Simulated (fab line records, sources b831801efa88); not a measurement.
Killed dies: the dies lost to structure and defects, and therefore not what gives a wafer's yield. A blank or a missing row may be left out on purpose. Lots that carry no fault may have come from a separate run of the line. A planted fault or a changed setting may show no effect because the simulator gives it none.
What tool caused it? | flow sky130 | Sampling: 6 lots, 18 wafers, 3 of 708 route steps

## WHAT THE GAUGES SHOWED, per wafer
SKY_LDD_N_TW_MEAS_17.
lot  | measured     | on           | LDD_N_TW
L999 | day 18 22:25 | filmMetro-03 | 2630 2618 2626
L108 | day 21 20:42 | filmMetro-01 | 2708 2697 2717
L112 | day 22 23:11 | filmMetro-03 | 2586 2604 2595
L114 | day 24 02:48 | filmMetro-03 | 2597 2576 2579
L117 | day 24 21:51 | filmMetro-01 | 2611 2612 2605
L121 | day 26 02:17 | filmMetro-03 | 2592 2582 2591

## TOOL THAT RAN EACH LOT (tool first, then ch and the chambers of the sampled wafers, then the start)
lot  | SKY_LDD_N_IMPLANT_11            | SKY_LDD_N_STRIP_16
L999 | implanter-04 ch 0, day 18 21:35 | plasmaAsher-04 ch 0,1, day 18 22:18
L108 | implanter-01 ch 0, day 21 19:34 | plasmaAsher-03 ch 0,1, day 21 20:37
L112 | implanter-04 ch 0, day 22 22:20 | plasmaAsher-03 ch 1, day 22 23:05
L114 | implanter-04 ch 0, day 24 01:57 | plasmaAsher-01 ch 0,1, day 24 02:42
L117 | implanter-02 ch 0, day 24 21:01 | plasmaAsher-04 ch 1, day 24 21:44
L121 | implanter-04 ch 0, day 26 01:26 | plasmaAsher-01 ch 1, day 26 02:11
- SKY_LDD_N_IMPLANT_11
- SKY_LDD_N_STRIP_16: strips in O2/N2.

## THE ANSWER, worked out from the rows above alone
Rule: the usual values come from the lots themselves. The widest of any qualifying gaps counts: lots, ordered by their means at a reading, are off when they make up no more than a third of the lots, leave a main group of 4 or more, and stand apart from it by 3 or more times the standard deviation of that group's means. If all means in a main group match to the digits the tables above print for the reading, that group is not used. Also off: a lot with no number at a reading for which 4 or more lots have one. The other lots that the step has rows for count as sound.
Off: at SKY_LDD_N_TW_MEAS_17 (LDD_N_TW), L108. The main group has a mean of 2600 with a standard deviation of 15.
A tool fits if, at a process step before that reading, it ran every lot that is off, and no sound lot after the first of them. The gauges at SKY_LDD_N_TW_MEAS_17 are tried like those tools. One candidate fits, namely implanter-01 at SKY_LDD_N_IMPLANT_11. It ran no sound lot before its first lot that is off in this sample, so the start can't be narrowed down.

## WHAT THE SIMULATOR PUT IN
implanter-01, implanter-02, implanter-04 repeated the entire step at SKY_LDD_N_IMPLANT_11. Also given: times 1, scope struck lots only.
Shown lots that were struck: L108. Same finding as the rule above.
